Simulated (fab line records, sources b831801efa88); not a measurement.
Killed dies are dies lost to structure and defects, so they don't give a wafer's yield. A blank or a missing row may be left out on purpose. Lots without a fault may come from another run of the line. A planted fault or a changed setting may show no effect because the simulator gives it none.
Chamber matching | flow sfq_line | SFQ_TRILAYER_I0_CMP_CMP_028 on cmp-01: 4 sister chambers
The step polishes SiO2. 14 wafers are shown with their chamber, then 7 later ones without.

WAFERS WITH THEIR CHAMBER
wafer  | chamber | motor_current_A (A) | time_to_endpoint_s (s) | edge_zone_pressure_frac
L169.1 | 2       | 11.8                | 210                    | 0.998
L169.2 | 1       | 10.5                | 208                    | 1.010
L169.5 | 3       | 9.2                 | 213                    | 1.000
L172.4 | 0       | 10.1                | 224                    | 1.009
L172.3 | 3       | 9.5                 | 213                    | 0.996
L172.6 | 0       | 9.9                 | 225                    | 0.999
L178.3 | 0       | 10.0                | 213                    | 1.001
L178.5 | 2       | 12.0                | 212                    | 1.000
L178.6 | 3       | 9.2                 | 208                    | 1.005
L186.1 | 1       | 10.0                | 211                    | 1.006
L186.3 | 2       | 12.6                | 211                    | 0.997
L186.4 | 3       | 9.9                 | 207                    | 1.000
L188.3 | 3       | 9.7                 | 214                    | 0.990
L188.4 | 2       | 12.1                | 208                    | 0.998

SIGNATURES (means of the wafers above)
reading                 | chamber 0 | chamber 1 | chamber 2 | chamber 3 | scatter within a chamber
motor_current_A         | 10.000    | 10.250    | 12.125    | 9.500     | 0.295
time_to_endpoint_s      | 220.67    | 209.50    | 210.25    | 211.00    | 3.79
edge_zone_pressure_frac | 1.00300   | 1.00800   | 0.99825   | 0.99820   | 0.0044
Rule: a wafer's distance from a chamber is the root of the sum, over the readings, of the square of ((its reading less the chamber's mean) divided by the reading's scatter). The wafer belongs to the nearest chamber; if the next one is less than 2 further off, it can't be placed. The scatter: the root of (the sum of the squares of (reading less its chamber's mean) over the shown wafers, divided by (wafers less chambers)).

WAFERS WITHOUT THEIR CHAMBER
wafer  | motor_current_A (A) | time_to_endpoint_s (s) | edge_zone_pressure_frac
L188.5 | 9.8                 | 213                    | 0.993
L189.4 | 9.7                 | 209                    | 0.996
L189.2 | 12.1                | 204                    | 0.995
L189.3 | 9.8                 | 207                    | 1.004
L190.1 | 10.1                | 211                    | 0.996
L190.5 | 12.1                | 207                    | 0.998
L190.6 | 9.6                 | 212                    | 1.002

WHICH CHAMBER EACH WENT THROUGH
wafer  | from the rows above          | in truth
L188.5 | can't be placed: 3 or 0      | 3
L189.4 | 3                            | 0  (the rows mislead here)
L189.2 | 2                            | 2
L189.3 | can't be placed: 1 or 3 or 0 | 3
L190.1 | can't be placed: 3 or 1 or 0 | 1
L190.5 | 2                            | 2
L190.6 | can't be placed: 3 or 0 or 1 | 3
Placed correctly: 2 of 7. Can't be placed from these rows: 4 (the true chamber is among the candidates in 4). Placed wrongly: 1.
